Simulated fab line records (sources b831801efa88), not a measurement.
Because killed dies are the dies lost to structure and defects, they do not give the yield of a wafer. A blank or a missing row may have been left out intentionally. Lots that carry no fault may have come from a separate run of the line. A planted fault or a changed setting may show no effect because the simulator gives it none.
Matching of chambers || flow gf180mcu || cmp-01 running GF_STI_CMP_25: 4 sister chambers
The step polishes, stops on Si3N4, t overpolish 33 s, target thk 524.6 nm. 8 wafers are shown with their chamber, then 8 later ones without.

## EACH WAFER AND ITS CHAMBER
{"wafer": "L632.5", "chamber": 3, "motor current A (A)": 12.6, "time to endpoint s (s)": 134}
{"wafer": "L634.2", "chamber": 3, "motor current A (A)": 12.6, "time to endpoint s (s)": 131}
{"wafer": "L638.4", "chamber": 1, "motor current A (A)": 10.9, "time to endpoint s (s)": 117}
{"wafer": "L638.5", "chamber": 1, "motor current A (A)": 10.4, "time to endpoint s (s)": 120}
{"wafer": "L638.6", "chamber": 2, "motor current A (A)": 10.7, "time to endpoint s (s)": 121}
{"wafer": "L641.2", "chamber": 2, "motor current A (A)": 11.0, "time to endpoint s (s)": 118}
{"wafer": "L641.6", "chamber": 0, "motor current A (A)": 13.3, "time to endpoint s (s)": 117}
{"wafer": "L653.1", "chamber": 0, "motor current A (A)": 13.2, "time to endpoint s (s)": 117}

## WAFERS MISSING THEIR CHAMBER
{"wafer": "L653.2", "motor current A (A)": 12.2, "time to endpoint s (s)": 129}
{"wafer": "L653.3", "motor current A (A)": 10.8, "time to endpoint s (s)": 124}
{"wafer": "L654.1", "motor current A (A)": 10.5, "time to endpoint s (s)": 120}
{"wafer": "L654.2", "motor current A (A)": 11.0, "time to endpoint s (s)": 125}
{"wafer": "L654.5", "motor current A (A)": 12.4, "time to endpoint s (s)": 126}
{"wafer": "L655.2", "motor current A (A)": 12.5, "time to endpoint s (s)": 124}
{"wafer": "L655.3", "motor current A (A)": 10.8, "time to endpoint s (s)": 122}
{"wafer": "L655.5", "motor current A (A)": 10.8, "time to endpoint s (s)": 116}

## THE CHAMBER EACH PASSED THROUGH
{"wafer": "L653.2", "from the rows above": 3, "in truth": 3}
{"wafer": "L653.3", "from the rows above": "can't be placed: 2 or 1", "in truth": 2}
{"wafer": "L654.1", "from the rows above": "can't be placed: 1 or 2", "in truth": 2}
{"wafer": "L654.2", "from the rows above": "can't be placed: 2 or 1", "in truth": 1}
{"wafer": "L654.5", "from the rows above": 3, "in truth": 3}
{"wafer": "L655.2", "from the rows above": "can't be placed: 3 or 0", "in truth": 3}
{"wafer": "L655.3", "from the rows above": "can't be placed: 2 or 1", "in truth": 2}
{"wafer": "L655.5", "from the rows above": "can't be placed: 1 or 2", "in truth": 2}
Placed correctly: 2 of 8. Can't be placed from these rows: 6 (the true chamber is among the candidates in 6). Number placed wrongly: 0.
How it was worked out, from the rows above alone: a wafer's distance from a chamber is the root of the sum, over the readings, of the square of ((its reading less the chamber's mean) divided by the reading's scatter). If the next closest chamber is less than 2 further off than the closest, the wafer can't be placed; otherwise it belongs to the closest. A chamber's mean is the mean of its shown wafers. The scatter: take each reading less its chamber's mean, square it, sum over the shown wafers, divide by the number of wafers less the number of chambers, and take the root.
